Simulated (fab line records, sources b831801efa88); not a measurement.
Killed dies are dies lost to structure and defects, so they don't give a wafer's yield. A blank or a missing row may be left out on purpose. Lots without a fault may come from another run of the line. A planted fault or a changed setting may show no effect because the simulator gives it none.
A struck lot beside a sound one | flow gf180mcu | 15 steps out of a route of 602
Sound: wafers L797.3, L797.5, L797.6. Struck: wafers L798.1, L798.5, L798.6. The cause comes at the end.
At each step with rows: each side's tool, then ch and its chambers, then its first start. Under that, the readings that differ: sound wafers | struck wafers | difference of the means | sigmas: that difference in standard deviations of wafers without a fault.
alike: readings whose means differ by less than 2 such deviations, and words and numbers that are the same on both sides. not compared: withheld readings, readings that some wafer has no value for, bounds like >300 that may hide the same value, and numbers for which the record gives no deviation and whose values overlap.
The two part at a step that has a row with sigmas, a row that says differs or no value, or rows on one side only. Numbers that don't overlap but have no deviation are shown without sigmas and don't part them. A reading that every wafer of one side lacks parts them only if that side has two wafers or more.

GF_VT_IMPLANT_OVL_MEAS_18:
  sound on overlay-01, day 8 02:38; struck on overlay-02, day 8 07:32
  alike: VT_IMPLANT_01_OVL
then, 1 step without rows for these wafers: GF_VT_IMPLANT_IMPLANT_19.
GF_VT_IMPLANT_STRIP_20: strips in O2/N2.
  sound on plasma_asher-02 ch 0,1, day 8 02:53; struck on plasma_asher-01 ch 0,1, day 8 07:43
  alike: drypump_motor_current_A, heater_power_w, oes_product_au, strip_time_to_endpoint_s
  not compared: rf_hours_counter_h
GF_VT_IMPLANT_TW_MEAS_21:
  sound on film_metro-02, day 8 02:58; struck on film_metro-01, day 8 07:49
  alike: VT_IMPLANT_2_TW
then, 7 steps without rows for these wafers: GF_VT_IMPLANT_DEHYDRATE_22 (time 60 s); GF_VT_IMPLANT_HMDS_23 (prime time 60 s); GF_VT_IMPLANT_COAT_24 (resist thk 1000 nm); GF_VT_IMPLANT_SOFTBAKE_25 (time 60 s); GF_VT_IMPLANT_EXPOSE_26 (exposes mask LVPWELL HV AREA, target cd 860 nm); GF_VT_IMPLANT_PEB_27; GF_VT_IMPLANT_DEVELOP_28 (develop time 60 s).
GF_VT_IMPLANT_OVL_MEAS_29:
  sound on overlay-02, day 8 18:29; struck on overlay-02, day 8 23:49
  alike: VT_IMPLANT_02_OVL
GF_VT_IMPLANT_IMPLANT_30:
  sound on implanter-01 ch 0, day 8 18:34; struck on implanter-02 ch 0, day 8 23:52
  reading            | sound             | struck            | difference | sigmas
  tilt_deg (degrees) | 7.022 7.040 7.033 | 6.286 6.286 6.294 | -0.743     | -35
GF_VT_IMPLANT_STRIP_31: strips in O2/N2.
  sound on plasma_asher-04 ch 0,1, day 8 18:42; struck on plasma_asher-02 ch 0,1, day 9 00:01
  alike: drypump_motor_current_A, heater_power_w, oes_product_au, strip_time_to_endpoint_s
  not compared: rf_hours_counter_h
GF_PASSIVATION_PROBE_99:
  the record has rows for the sound wafers here (prober-02, day 30 23:41) and none for the struck ones

WHERE THEY PART
First at GF_VT_IMPLANT_IMPLANT_30; last, within this record, at GF_PASSIVATION_PROBE_99.

WHY: what the simulator had put in
Process parameter drift: implanter-02, from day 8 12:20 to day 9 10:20, at GF_VT_IMPLANT_IMPLANT_30. Setting tilt_deg, moved by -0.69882, from 7. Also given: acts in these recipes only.
